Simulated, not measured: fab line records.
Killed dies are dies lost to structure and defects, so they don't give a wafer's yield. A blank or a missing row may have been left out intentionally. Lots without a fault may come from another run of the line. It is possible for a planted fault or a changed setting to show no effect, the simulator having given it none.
Which tool is to blame?    flow gf180mcu    6 lots with 18 wafers sampled at 3 steps, on a route of 602 steps

## WHAT THE GAUGES SHOWED, per wafer
GF_HV_LDD_CD_MEAS_46 targets a cd of 400 nm.
lot   measured      on         cd_nm (nm)
L509  day 13 19:47  cd_sem-02  401.9 401.0 402.0
L512  day 15 03:11  cd_sem-02  402.2 400.0 403.1
L516  day 16 03:28  cd_sem-02  397.6 398.9 397.9
L519  day 17 02:17  cd_sem-02  403.2 404.9 404.5
L521  day 17 18:37  cd_sem-02  401.2 401.9 398.7
L523  day 18 11:50  cd_sem-01  402.8 402.7 403.2

## WHICH TOOL RAN EACH LOT (tool, then ch and the chambers of the sampled wafers, then the start)
lot   GF_HV_LDD_COAT_14                  GF_HV_LDD_STRIP_22
L509  litho_track-03 ch 0, day 11 18:01  plasma_asher-04 ch 0,1, day 12 03:42
L512  litho_track-01 ch 0, day 12 21:47  plasma_asher-02 ch 0,1, day 13 08:49
L516  litho_track-01 ch 0, day 13 19:43  plasma_asher-02 ch 0,1, day 14 07:17
L519  litho_track-03 ch 0, day 14 17:43  plasma_asher-02 ch 0,1, day 15 05:22
L521  litho_track-02 ch 0, day 15 10:22  plasma_asher-03 ch 0,1, day 15 21:31
L523  litho_track-03 ch 0, day 16 00:40  plasma_asher-03 ch 0,1, day 16 12:19
- GF_HV_LDD_COAT_14: resist thk 1000 nm.
- GF_HV_LDD_STRIP_22: strips in O2/N2.

## THE ANSWER, worked out from the rows above alone
Rule: the lots themselves supply what counts as usual. The widest of any qualifying gaps counts: lots, ordered by their means at a reading, are off when they make up no more than a third of the lots, leave a main group of 4 or more, and stand apart from it by 3 or more times the standard deviation of that group's means. If all means in a main group match to the digits the tables above print for the reading, that group is not used. Also off: a lot with no number at a reading for which 4 or more lots have one. The other lots that the step has rows for count as sound.
No lot is off on any of the readings shown, so nothing can be concluded from this.

## WHAT THE SIMULATOR PUT IN
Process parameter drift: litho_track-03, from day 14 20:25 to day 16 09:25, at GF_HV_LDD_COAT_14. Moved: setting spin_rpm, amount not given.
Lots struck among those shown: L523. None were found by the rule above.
